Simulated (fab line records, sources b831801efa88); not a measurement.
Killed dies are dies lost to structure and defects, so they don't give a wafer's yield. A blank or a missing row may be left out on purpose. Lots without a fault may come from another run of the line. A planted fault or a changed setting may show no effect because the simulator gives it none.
Which tool did it? | flow sky130 | 12 lots, 36 wafers sampled, at 5 steps of a route of 708

WHAT THE GAUGES READ, wafer by wafer
The record holds no reading of a measuring or inspecting step that can be judged against a usual standard deviation.

WHICH TOOL RAN EACH LOT (tool, then ch and the chambers of the sampled wafers, then the start)
lot  | SKY_METAL2_STRIP_20                  | SKY_VIA2_SOFTBAKE_08              | SKY_VIA2_SPUTTER_20          | SKY_METAL3_SPUTTER_01        | SKY_PAD_OPEN_PROBE_99
L844 | plasma_asher-01 ch 0,1, day 35 10:45 | litho_track-02 ch 0, day 36 00:00 | pvd_sputter-04, day 36 14:20 | pvd_sputter-02, day 36 15:01 | -
L846 | plasma_asher-02 ch 0,1, day 35 15:04 | litho_track-02 ch 0, day 36 05:00 | pvd_sputter-04, day 36 19:28 | pvd_sputter-03, day 36 20:27 | prober-01, day 46 06:32
L847 | plasma_asher-04 ch 0,1, day 36 02:36 | litho_track-02 ch 0, day 36 17:00 | pvd_sputter-03, day 37 07:09 | pvd_sputter-04, day 37 07:50 | -
L848 | plasma_asher-04 ch 0,1, day 36 10:26 | litho_track-02 ch 0, day 37 01:00 | pvd_sputter-04, day 37 14:44 | pvd_sputter-04, day 37 15:28 | -
L849 | plasma_asher-02 ch 0,1, day 36 17:11 | litho_track-02 ch 0, day 37 07:00 | pvd_sputter-01, day 37 21:21 | pvd_sputter-02, day 37 22:02 | -
L850 | plasma_asher-01 ch 0,1, day 36 22:19 | litho_track-02 ch 0, day 37 12:00 | pvd_sputter-04, day 38 02:32 | pvd_sputter-02, day 38 03:14 | -
L851 | plasma_asher-02 ch 0,1, day 37 09:21 | litho_track-02 ch 0, day 37 23:00 | pvd_sputter-01, day 38 13:09 | pvd_sputter-02, day 38 13:55 | -
L855 | plasma_asher-04 ch 0,1, day 38 17:22 | litho_track-02 ch 0, day 39 07:00 | pvd_sputter-01, day 39 20:17 | pvd_sputter-03, day 39 20:58 | -
L856 | plasma_asher-02 ch 0,1, day 38 22:39 | litho_track-02 ch 0, day 39 11:00 | pvd_sputter-03, day 40 00:55 | pvd_sputter-03, day 40 01:52 | -
L857 | plasma_asher-02 ch 0,1, day 40 05:34 | litho_track-03 ch 0, day 40 18:00 | pvd_sputter-03, day 41 07:59 | pvd_sputter-03, day 41 08:40 | -
L862 | plasma_asher-02 ch 0,1, day 40 10:25 | litho_track-02 ch 0, day 40 23:00 | pvd_sputter-01, day 41 13:00 | pvd_sputter-02, day 41 13:42 | -
L863 | plasma_asher-02 ch 0,1, day 40 13:21 | litho_track-02 ch 0, day 41 03:00 | pvd_sputter-04, day 41 15:34 | pvd_sputter-03, day 41 16:16 | -
- SKY_METAL2_STRIP_20: strips in O2/N2.
- SKY_VIA2_SOFTBAKE_08: time 90 s.
- SKY_VIA2_SPUTTER_20: material TiN, target thk 20 nm, time 80 s.
- SKY_METAL3_SPUTTER_01: material TiN, target thk 20 nm, time 16.7 s.
- SKY_PAD_OPEN_PROBE_99

WHAT THE TOOLS THEMSELVES READ (means of the sampled wafers that have a number; where no wafer has one, the mark that the record gives instead)
SKY_METAL2_STRIP_20.
lot  | tool            | drypump_motor_current_A (A) | oes_product_au (a.u.) | strip_time_to_endpoint_s (s)
L844 | plasma_asher-01 | 5.6                         | 0.347                 | 2.69
L846 | plasma_asher-02 | 6.0                         | 0.343                 | 2.68
L847 | plasma_asher-04 | 5.8                         | 0.339                 | 2.68
L848 | plasma_asher-04 | 5.8                         | 0.340                 | 2.70
L849 | plasma_asher-02 | 6.0                         | 0.345                 | 2.77
L850 | plasma_asher-01 | 5.5                         | 0.346                 | 2.73
L851 | plasma_asher-02 | 5.5                         | 0.344                 | 2.76
L855 | plasma_asher-04 | 5.9                         | 0.344                 | 2.66
L856 | plasma_asher-02 | 5.5                         | 0.341                 | 2.71
L857 | plasma_asher-02 | 5.5                         | 0.346                 | 2.70
L862 | plasma_asher-02 | 5.5                         | 0.347                 | 2.69
L863 | plasma_asher-02 | 6.0                         | 0.343                 | 2.70

SKY_VIA2_SOFTBAKE_08.
lot  | tool           | heater_power_total_W (W) | run_length_s (s)
L844 | litho_track-02 | 57.33                    | 119.22
L846 | litho_track-02 | 57.37                    | 119.29
L847 | litho_track-02 | 57.38                    | 119.18
L848 | litho_track-02 | 57.27                    | 119.27
L849 | litho_track-02 | 57.29                    | 119.19
L850 | litho_track-02 | 57.38                    | 119.16
L851 | litho_track-02 | 57.38                    | 119.18
L855 | litho_track-02 | 57.31                    | 119.25
L856 | litho_track-02 | 57.42                    | 119.18
L857 | litho_track-03 | 57.35                    | 118.96
L862 | litho_track-02 | 61.23                    | 103.29
L863 | litho_track-02 | 61.12                    | 103.27

SKY_VIA2_SPUTTER_20.
lot  | tool           | throttle_valve_pct (%)
L844 | pvd_sputter-04 | 30.6
L846 | pvd_sputter-04 | 29.5
L847 | pvd_sputter-03 | 30.2
L848 | pvd_sputter-04 | 30.2
L849 | pvd_sputter-01 | 29.9
L850 | pvd_sputter-04 | 30.0
L851 | pvd_sputter-01 | 29.8
L855 | pvd_sputter-01 | 30.2
L856 | pvd_sputter-03 | 30.5
L857 | pvd_sputter-03 | 30.2
L862 | pvd_sputter-01 | 30.4
L863 | pvd_sputter-04 | 29.6

SKY_METAL3_SPUTTER_01.
lot  | tool           | throttle_valve_pct (%)
L844 | pvd_sputter-02 | 30.0
L846 | pvd_sputter-03 | 30.4
L847 | pvd_sputter-04 | 30.7
L848 | pvd_sputter-04 | 29.2
L849 | pvd_sputter-02 | 29.5
L850 | pvd_sputter-02 | 29.6
L851 | pvd_sputter-02 | 29.0
L855 | pvd_sputter-03 | 30.4
L856 | pvd_sputter-03 | 30.3
L857 | pvd_sputter-03 | 30.5
L862 | pvd_sputter-02 | 30.0
L863 | pvd_sputter-03 | 30.6

SKY_PAD_OPEN_PROBE_99.
lot  | tool      | defect_limited_yield (%) | killed_at_M0_to_M3 | killed_at_M4_up | killed_at_contacts | killed_at_front_end | killed_at_other | killed_dies | killed_open | killed_short | sort_bin_3_pad_short (%) | sort_bin_5_function (%) | sort_bin_6_memory (%) | sort_n_pass | sort_yield_pct (%)
L846 | prober-01 | 82.5                     | 42                 | 4.0             | 24                 | 16                  | 0.3             | 86          | 41          | 45           | 0.8                      | 10.7                    | 6.0                   | 406         | 82.5

THE ANSWER, worked out from the rows above alone
Rule: what is usual is taken from the lots themselves. Put in order of their means at a reading, lots are off if they are a third of the lots or fewer, leave a main group of 4 or more, and stand apart from it by a gap of 3 or more times the standard deviation of the main group's means; of several such gaps the widest counts. A main group whose means are all the same, to the digits that the tables above print for the reading, isn't used. A lot without any number at a reading at which 4 lots or more have one is off too. The other lots that the step has rows for count as sound. The gauges are gone through in route order, then the tools' own readings, and for those a lot's mean is taken as printed above. The first step at which some lot is off is used, and at that step the reading that is off furthest; a lot without a number counts as furthest.
Off: L862, L863, at SKY_VIA2_SOFTBAKE_08 (run_length_s). The main group: mean 119.19 s, standard deviation 0.087.
A tool fits if, at that step or a process step before it, it ran every lot that is off, and no sound lot after the first of them. Can't be told from this: 2 tools fit, plasma_asher-02 at SKY_METAL2_STRIP_20, litho_track-02 at SKY_VIA2_SOFTBAKE_08.

WHAT THE SIMULATOR HAD PUT IN
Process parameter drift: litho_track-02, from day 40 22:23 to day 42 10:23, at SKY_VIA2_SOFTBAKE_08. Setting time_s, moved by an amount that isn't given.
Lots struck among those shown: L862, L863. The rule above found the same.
